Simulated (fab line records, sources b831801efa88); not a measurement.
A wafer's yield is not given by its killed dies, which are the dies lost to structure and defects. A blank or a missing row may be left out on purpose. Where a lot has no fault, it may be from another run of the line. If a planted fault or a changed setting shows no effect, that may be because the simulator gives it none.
fab line records ; flow gf180mcu
record: lots: 6; wafers: 18; last-day: 33
route steps=602 shown V1@340
lots that met no fault: from a run of the same line without faults
start-h: start of the lot's first displayed wafer, in hours after the record's first day ; wait-h: hours from the lot's prior step to this one ; " same as the row above ; L1.1+2: a row that stands for several wafers ; - either no value or no given start ; * or withheld: withheld ; < > ~ a bound
route shown NAME@n: NAME is a module with steps in the file, n the number in the route of the first one ; usual: mean/standard deviation taken from wafers without a fault ; same: alike in all rows ; chamber/n: place in a boat ; sites: per-site readings ; _std_site: standard deviation across them ; _edge_site: outer sites' mean less inner sites' ; radius-mm: how far each site lies from the wafer's centre ; mask NAME#n: copy n ; behind: the most recent tool/chamber to have shaped the wafer ; hold: what put the lot on hold/how long, in hours/how the hold closed ; device: transistor that didn't switch, given as n, p or np ; end of line: tests run on the same wafers once the route is complete ; a step given without rows: its recipe and nothing more ; killed: dies that structure and defects cost at the first sort, which is not the same as the wafer's yield ; map: a wafer's dies, marking killed ones x, the rest . and places with no die _
set.NAME: setting as actually run; set.NAME@STEP: the setting as run at that earlier step ; model.NAME: the simulator's own value behind a step, which no gauge read
a table for each step, a row for each wafer; lots at some steps of the route
services: the hour from which a tool's chamber was out of use, counted from the record's first day as start-h (under 0 if before that day), plus the number of hours and why
== steps ==
step: GF_V1_BOW_MEAS_05
recipe: mode: bow
usual: V1_BOW: 83/7.4
lot.wafer;tool;chamber;start-h;wait-h;V1_BOW[um]
L652.1;film-metro-04;-;387.03;0.2;88
L652.3;film-metro-04;-;387.03;0.2;92
L652.4;film-metro-04;-;387.03;0.2;79
L662.2;film-metro-04;-;478.72;0.2;79
L662.4;film-metro-04;-;478.72;0.2;87
L662.5;film-metro-04;-;478.72;0.2;82
L663.1;film-metro-04;-;488.42;0.2;75
L663.2;film-metro-04;-;488.42;0.2;82
L663.6;film-metro-04;-;488.42;0.2;82
L665.1;film-metro-03;-;504.27;0.2;78
L665.2;film-metro-03;-;504.27;0.2;70
L665.6;film-metro-03;-;504.27;0.2;88
L669.3;film-metro-03;-;536.70;0.2;91
L669.4;film-metro-03;-;536.70;0.2;99
L669.6;film-metro-03;-;536.70;0.2;91
L670.1;film-metro-04;-;541.99;0.1;86
L670.2;film-metro-04;-;541.99;0.1;75
L670.4;film-metro-04;-;541.99;0.1;94
step: GF_V1_DEHYDRATE_06
recipe: temp-c: 200; time-s: 60
step: GF_V1_HMDS_07
recipe: prime-time-s: 60; prime-temp-c: 120
step: GF_V1_COAT_08
recipe: resist: BARC; temp-c: withheld; time-s: withheld; spin-rpm: withheld; resist-thk-nm: withheld
step: GF_V1_COAT_09
recipe: resist: KrF; spin-rpm: withheld; resist-thk-nm: 1000
step: GF_V1_SOFTBAKE_10
recipe: temp-c: 130; time-s: 60; resist: KrF
step: GF_V1_EXPOSE_11
recipe: mask-id: Via1; target-cd-nm: 260; na: 0.68; source-shape: conventional; sigma-outer: 0.6; dose-mj: 38
step: GF_V1_PEB_12
recipe: peb-temp-c: 135; peb-time-s: 90; resist: KrF
step: GF_V1_DEVELOP_13
recipe: develop-time-s: 60; resist: KrF; dev-temp-c: 21
step: GF_V1_CD_MEAS_14
recipe: target-cd-nm: 260
usual: cd-nm: 259.8/1.1
lot.wafer;tool;chamber;start-h;wait-h;cd-nm
L652.1;cd-sem-01;-;409.74;0.1;258.1
L652.3;cd-sem-01;-;409.74;0.1;259.5
L652.4;cd-sem-01;-;409.74;0.1;259.0
L662.2;cd-sem-01;-;502.86;0.1;258.8
L662.4;cd-sem-01;-;502.86;0.1;257.8
L662.5;cd-sem-01;-;502.86;0.1;258.0
L663.1;cd-sem-01;-;511.99;0.1;260.1
L663.2;cd-sem-01;-;511.99;0.1;260.0
L663.6;cd-sem-01;-;511.99;0.1;260.0
L665.1;cd-sem-01;-;527.44;0.1;257.7
L665.2;cd-sem-01;-;527.44;0.1;259.8
L665.6;cd-sem-01;-;527.44;0.1;259.6
L669.3;cd-sem-02;-;559.00;0.1;260.7
L669.4;cd-sem-02;-;559.00;0.1;260.0
L669.6;cd-sem-02;-;559.00;0.1;260.1
L670.1;cd-sem-01;-;564.81;0.1;260.2
L670.2;cd-sem-01;-;564.81;0.1;260.5
L670.4;cd-sem-01;-;564.81;0.1;260.5
step: GF_V1_OVL_MEAS_15
usual: V1_OVL: 0/5.8
lot.wafer;tool;chamber;start-h;wait-h;V1_OVL[nm]
L652.1;overlay-02;-;409.86;0.1;3
L652.3;overlay-02;-;409.86;0.1;-4
L652.4;overlay-02;-;409.86;0.1;6
L662.2;overlay-01;-;502.96;0.1;1
L662.4;overlay-01;-;502.96;0.1;3
L662.5;overlay-01;-;502.96;0.1;-8
L663.1;overlay-01;-;512.11;0.1;-8
L663.2;overlay-01;-;512.11;0.1;-4
L663.6;overlay-01;-;512.11;0.1;-15
L665.1;overlay-01;-;527.56;0.1;2
L665.2;overlay-01;-;527.56;0.1;3
L665.6;overlay-01;-;527.56;0.1;4
L669.3;overlay-02;-;559.09;0.1;1
L669.4;overlay-02;-;559.09;0.1;3
L669.6;overlay-02;-;559.09;0.1;0
L670.1;overlay-01;-;564.93;0.1;-9
L670.2;overlay-01;-;564.93;0.1;-1
L670.4;overlay-01;-;564.93;0.1;0
step: GF_V1_ETCH_16
recipe: chemistry: N2/H2; target-depth-a: withheld; overetch-a: withheld; time-s: withheld; target: BARC; ion-energy-ev: 200; source-w: 500; bias-w: 100; pressure-mtorr: 30; n2-flow-sccm: 100; h2-flow-sccm: 200
usual: bias-w: 100.0/0.31; chamber-pressure-mTorr: 30.00/0.04; drypump-motor-current-A: 5.8/0.48; oes-product-au: 0.856/0.0043; throttle-valve-pct: 13.224/0.009
lot.wafer;tool;chamber;start-h;wait-h;bias-w;chamber-pressure-mTorr;drypump-motor-current-A;oes-product-au;throttle-valve-pct
L652.1;rie-diel-02;1;409.90;0.0;100.7;29.96;6.0;0.848;13.211
L652.3;rie-diel-02;0;409.90;0.0;99.8;29.98;5.5;0.850;13.223
L652.4;rie-diel-02;1;409.90;0.0;100.0;30.05;6.0;0.858;13.226
L662.2;rie-diel-02;3;502.99;0.0;99.2;29.99;6.2;0.858;13.234
L662.4;rie-diel-02;0;502.99;0.0;99.6;30.02;5.5;0.854;13.224
L662.5;rie-diel-02;1;502.99;0.0;99.5;30.02;6.0;0.852;13.227
L663.1;rie-diel-01;0;512.15;0.0;99.8;30.01;4.8;0.853;13.210
L663.2;rie-diel-01;2;512.15;0.0;99.9;29.94;5.7;0.859;13.227
L663.6;rie-diel-01;0;512.15;0.0;100.1;30.00;4.8;0.854;13.230
L665.1;rie-diel-04;2;527.60;0.0;100.1;29.96;5.0;0.853;13.220
L665.2;rie-diel-04;3;527.60;0.0;99.7;30.00;5.8;0.859;13.234
L665.6;rie-diel-04;3;527.60;0.0;100.0;30.01;5.8;0.851;13.225
L669.3;rie-diel-02;1;559.11;0.0;99.5;29.99;6.0;0.855;13.222
L669.4;rie-diel-02;2;559.11;0.0;100.2;29.98;6.1;0.863;13.209
L669.6;rie-diel-02;2;559.11;0.0;100.4;29.99;6.1;0.856;13.224
L670.1;rie-diel-02;0;564.96;0.0;100.1;29.99;5.4;0.859;13.203
L670.2;rie-diel-02;1;564.96;0.0;100.4;30.04;6.0;0.858;13.226
L670.4;rie-diel-02;3;564.96;0.0;99.5;30.00;6.2;0.857;13.210
step: GF_V1_ETCH_17
recipe: chemistry: C4F8/O2/Ar; mask-material: KrF; target: SiO2; stop-on: TiN; source-w: 1500; bias-w: 1200; pressure-mtorr: 40; c4f8-flow-sccm: withheld; O2_flow_sccm: 6; Ar_flow_sccm: 300; time-s: withheld; target-depth-a: 6300
usual: bias-w: 1200/4; chamber-pressure-mTorr: 40.00/0.034; oes-product-au: 0.855/0.0048
lot.wafer;tool;chamber;start-h;wait-h;bias-w;chamber-pressure-mTorr;oes-product-au
L652.1;rie-diel-02;1;409;-;1201;40.04;0.852
L652.3;rie-diel-02;0;409;-;1195;39.99;0.847
L652.4;rie-diel-02;1;409;-;1204;40.02;0.857
L662.2;rie-diel-02;3;503;-;-;-;-
L662.4;rie-diel-02;0;503;-;-;-;-
L662.5;rie-diel-02;1;503;-;-;-;-
L663.1;rie-diel-01;0;512;-;-;-;-
L663.2;rie-diel-01;2;512;-;-;-;-
L663.6;rie-diel-01;0;512;-;-;-;-
L665.1;rie-diel-04;2;527;-;1196;39.95;0.857
L665.2;rie-diel-04;3;527;-;1204;40.02;0.853
L665.6;rie-diel-04;3;527;-;1207;39.95;0.852
L669.3;rie-diel-02;1;559;-;1202;40.04;0.855
L669.4;rie-diel-02;2;559;-;1194;40.02;0.862
L669.6;rie-diel-02;2;559;-;1198;39.97;0.855
L670.1;rie-diel-02;0;565;-;1191;40.00;0.856
L670.2;rie-diel-02;1;565;-;1200;39.99;0.852
L670.4;rie-diel-02;3;565;-;1201;39.97;0.859
step: GF_V1_STRIP_18
recipe: chemistry: O2/N2; power-w: 1400; pressure-mtorr: 1500; platen-temp-c: 250; o2-flow-sccm: 3000; n2-flow-sccm: 300; overash-fraction: 0.5
usual: drypump-motor-current-A: 5.4/0.44; heater-power-w: 337/17; oes-product-au: 0.593/0.0057
lot.wafer;tool;chamber;start-h;wait-h;drypump-motor-current-A;heater-power-w;oes-product-au;rf-hours-counter-h
L652.1;plasma-asher-03;1;410.03;-;5.4;312;0.592;65
L652.3;plasma-asher-03;0;410.03;-;5.2;328;0.593;-
L652.4;plasma-asher-03;1;410.03;-;5.4;307;0.596;-
L662.2;plasma-asher-04;0;503.12;-;4.9;351;0.668;40
L662.4;plasma-asher-04;0;503.12;-;4.9;359;0.673;-
L662.5;plasma-asher-04;0;503.12;-;4.9;347;0.670;-
L663.1;plasma-asher-01;1;512.28;-;5.3;315;0.669;80
L663.2;plasma-asher-01;0;512.28;-;5.1;343;0.669;80
L663.6;plasma-asher-01;1;512.28;-;5.3;318;0.664;-
L665.1;plasma-asher-01;1;527.73;-;5.3;323;0.593;82
L665.2;plasma-asher-01;0;527.73;-;5.1;343;0.589;82
L665.6;plasma-asher-01;0;527.73;-;5.1;343;0.600;-
L669.3;plasma-asher-04;1;559.27;-;6.0;344;0.598;-
L669.4;plasma-asher-04;0;559.27;-;4.8;357;0.598;-
L669.6;plasma-asher-04;0;559.27;-;4.8;354;0.597;-
L670.1;plasma-asher-04;1;565.09;-;6.0;347;0.593;47
L670.2;plasma-asher-04;0;565.09;-;4.8;351;0.589;47
L670.4;plasma-asher-04;1;565.09;-;6.0;349;0.590;-
step: GF_V1_STRIP_19
recipe: chemistry: post-etch-residue-remover; time-s: 1200; temp-c: 72.5
== services ==
tool;chamber;start-h;hours;kind
rie-diel-01;2;387.15;14.3;repair
plasma-asher-01;-;387.41;2.8;pm
plasma-asher-04;-;391.37;2.6;repair
rie-diel-02;3;406.52;3.8;repair
rie-diel-02;0;413.37;28.6;repair
rie-diel-01;-;474.33;14.6;pm
rie-diel-04;1;475.97;8.9;repair
plasma-asher-03;-;502.80;1.2;repair
plasma-asher-04;-;506.65;3.9;repair
plasma-asher-01;-;509.49;2.5;repair
rie-diel-01;0;522.61;1.2;repair
rie-diel-01;0;525.27;-;clean
rie-diel-01;0;525.27;25.1;scheduled-down
rie-diel-01;0;525.27;25.1;vent-cycle
rie-diel-04;0;550.18;15.9;repair
plasma-asher-03;-;555.79;17.4;repair
rie-diel-04;3;559.48;12.6;repair
rie-diel-01;1;562.63;4.7;repair
== key ==
first-sign: step: GF_V1_ETCH_17; reading: tool-record; direction: missing
effect: step: GF_V1_STRIP_18; reading: oes-product-au; direction: up; sigmas: 13; usual: 0.593; struck: 0.669
met-at GF_V1_ETCH_17
struck-wafers L662.2,L662.4,L662.5,L663.1,L663.2,L663.6
later-rows-left-out L662.2,L662.4,L662.5,L663.1,L663.2,L663.6
sort-left-out L662.2,L662.4,L662.5,L663.1,L663.2,L663.6
onset-between 409 503
fault: kind: skipped-step-whole; tool: rie-diel-01,rie-diel-02; chamber: -; onset-h: 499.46; steps: GF_V1_ETCH_17; scope: struck-lots-only
sort-left-out: the simulated sort isn't trusted on such a fault, so these wafers' sort isn't shown, and their yield isn't known
later-rows-left-out: the simulator's readings of these wafers behind a module that went badly wrong aren't trusted and aren't shown, but for the sort
